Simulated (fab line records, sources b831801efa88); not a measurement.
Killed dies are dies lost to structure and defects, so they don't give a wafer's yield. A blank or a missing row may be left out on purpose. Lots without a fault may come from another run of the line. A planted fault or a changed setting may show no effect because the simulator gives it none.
Chamber matching | flow gf180mcu | GF_CONTACT_CVD_02 on pecvd-02: 3 sister chambers
The step deposits SiO2 from TEOS, target thk 860 nm, time 95.992 s. 6 wafers are shown with their chamber, then 7 later ones without.

WAFERS WITH THEIR CHAMBER
wafer  | chamber | heater_power_w (W)
L438.5 | 0       | 809
L441.2 | 0       | 823
L443.2 | 1       | 896
L443.5 | 2       | 650
L454.2 | 1       | 906
L454.3 | 2       | 705

WAFERS WITHOUT THEIR CHAMBER
wafer  | heater_power_w (W)
L454.4 | 784
L455.2 | 747
L455.3 | 905
L455.4 | 787
L457.1 | 636
L457.5 | 680
L457.6 | 730

WHICH CHAMBER EACH WENT THROUGH
wafer  | from the rows above     | in truth
L454.4 | 0                       | 0
L455.2 | can't be placed: 0 or 2 | 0
L455.3 | 1                       | 1
L455.4 | 0                       | 0
L457.1 | 2                       | 2
L457.5 | 2                       | 2
L457.6 | can't be placed: 2 or 0 | 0
Placed correctly: 5 of 7. Can't be placed from these rows: 2 (the true chamber is among the candidates in 2). Placed wrongly: 0.
How it was worked out, from the rows above alone: a wafer's distance from a chamber is the root of the sum, over the readings, of the square of ((its reading less the chamber's mean) divided by the reading's scatter). The wafer belongs to the nearest chamber; if the next one is less than 2 further off, it can't be placed. A chamber's mean is the mean of its shown wafers. The scatter: the root of (the sum of the squares of (reading less its chamber's mean) over the shown wafers, divided by (wafers less chambers)).
